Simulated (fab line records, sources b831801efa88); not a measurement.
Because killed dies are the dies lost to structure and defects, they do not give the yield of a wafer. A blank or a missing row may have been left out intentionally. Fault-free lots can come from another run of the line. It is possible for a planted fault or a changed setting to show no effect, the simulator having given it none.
A lot that was struck, set against a sound lot | flow sky130 | 21 steps out of a route of 708
Sound: wafers L316.1, L316.2, L316.4. Wafers struck: L318.1, L318.3, L318.5. Last of all comes the cause.
Each step with rows lists, per side, the tool, then ch with its chambers, then its first start. Under that, the readings that differ: sound wafers | struck wafers | difference of the means | sigmas: that difference in standard deviations of wafers without a fault.
alike: a reading whose means differ by less than 2 such deviations, as well as words and numbers matching on both sides. not compared: withheld readings; readings where some wafer has no value; bounds like >300 that might hide an equal value; numbers whose values overlap and for which the record gives no deviation.
The two part at a step that has a row with sigmas, a row that says differs or no value, or rows on one side only. When numbers do not overlap yet have no deviation, they are printed without sigmas and do not part them. A reading that every wafer of one side lacks parts them only if that side has two wafers or more.

first, 5 steps without rows for these wafers: SKY_SD_P_COAT_02 (resist thk 1140 nm); SKY_SD_P_SOFTBAKE_03 (time 60 s); SKY_SD_P_EXPOSE_04 (exposes mask PSDM, target cd 380 nm); SKY_SD_P_PEB_05; SKY_SD_P_DEVELOP_06 (develop time 60 s).
SKY_SD_P_CD_MEAS_07: the cd target is 380 nm.
  struck on cd-sem-02, day 30 06:47; sound on cd-sem-01, day 29 16:05
  alike: cd-nm
SKY_SD_P_OVL_MEAS_08:
  struck on overlay-02, day 30 06:54; sound on overlay-02, day 29 16:13
  alike: SD_P_OVL
following that, these wafers have no rows for 1 step: SKY_SD_P_IMPLANT_09.
SKY_SD_P_STRIP_10: strips in O2/N2.
  sound on plasma-asher-02 ch 0,1, day 29 16:24; struck on plasma-asher-04 ch 0,1, day 30 07:05
  alike: drypump-motor-current-A, n2-flow-sccm, oes-product-au, strip-time-to-endpoint-s
  not compared: rf-hours-counter-h
SKY_SD_P_TW_MEAS_11:
  struck on film-metro-02, day 30 07:11; sound on film-metro-02, day 29 16:30
  alike: SD_P_TW
then, 2 steps without rows for these wafers: SKY_RES_XHIGH_DEHYDRATE_00 (time 60 s); SKY_RES_XHIGH_HMDS_01 (prime time 60 s).
SKY_RES_XHIGH_COAT_02: resist thk 1140 nm.
  sound on litho-track-01 ch 0, day 30 05:11; struck on litho-track-01 ch 0, day 30 21:11
  reading                                        | sound          | struck          | difference | sigmas
  model.NOVOLAK_of_RES_XHIGH_COAT_02.thk-nm (nm) | 1137 1142 1138 | 637.4 640.4 638 | -500.4     |
then, 3 steps without rows for these wafers: SKY_RES_XHIGH_SOFTBAKE_03 (time 60 s); SKY_RES_XHIGH_EXPOSE_04 (exposes mask URPM, target cd 1270 nm); SKY_RES_XHIGH_PEB_05.
SKY_RES_XHIGH_DEVELOP_06: develop time 60 s.
  sound on litho-track-01 ch 0, day 30 19:08; struck on litho-track-03 ch 0, day 31 10:29
  reading                                        | sound          | struck        | difference | sigmas
  model.NOVOLAK_of_RES_XHIGH_COAT_02.thk-nm (nm) | 1137 1141 1138 | 637 640 637.6 | -500       |
following that, these wafers have no rows for 1 step: SKY_RES_XHIGH_IMPLANT_07.
SKY_RES_XHIGH_STRIP_08: strips in O2/N2.
  sound on plasma-asher-03 ch 0,1, day 30 19:26; struck on plasma-asher-02 ch 0, day 31 10:47
  reading                      | sound             | struck            | difference | sigmas
  oes-product-au (a.u.)        | 0.713 0.712 0.709 | 0.574 0.579 0.575 | -0.135     | -29
  strip-time-to-endpoint-s (s) | 14.22 14.27 14.25 | 8.46 8.49 8.46    | -5.78      | -99 or more
  alike: drypump-motor-current-A, n2-flow-sccm
  not compared: rf-hours-counter-h
SKY_RES_XHIGH_TW_MEAS_09:
  struck on film-metro-01, day 31 10:53; sound on film-metro-03, day 30 19:32
  reading      | sound          | struck         | difference | sigmas
  RES_XHIGH_TW | 1648 1649 1648 | 1615 1616 1612 | -34        | -2
-- here the record skips 18 days between the struck wafers' starts before and after, leaving off in module RES_XHIGH and picking up in module PAD_OPEN (first step shown: number 708 of the route) --
SKY_PAD_OPEN_PROBE_99:
  struck on prober-01, day 49 02:06; sound on prober-01, day 48 15:59
  alike: killed_at_M0_to_M3, killed_at_M4_up, killed-at-contacts, killed-at-front-end, killed-at-other, killed-dies, killed-open, killed-short

== WHERE THEY PART ==
At SKY_RES_XHIGH_STRIP_08 first; at SKY_RES_XHIGH_TW_MEAS_09 last (within this record only). Later steps at which nothing parts them and some readings are alike: SKY_PAD_OPEN_PROBE_99.

WHY: the cause the simulator had injected
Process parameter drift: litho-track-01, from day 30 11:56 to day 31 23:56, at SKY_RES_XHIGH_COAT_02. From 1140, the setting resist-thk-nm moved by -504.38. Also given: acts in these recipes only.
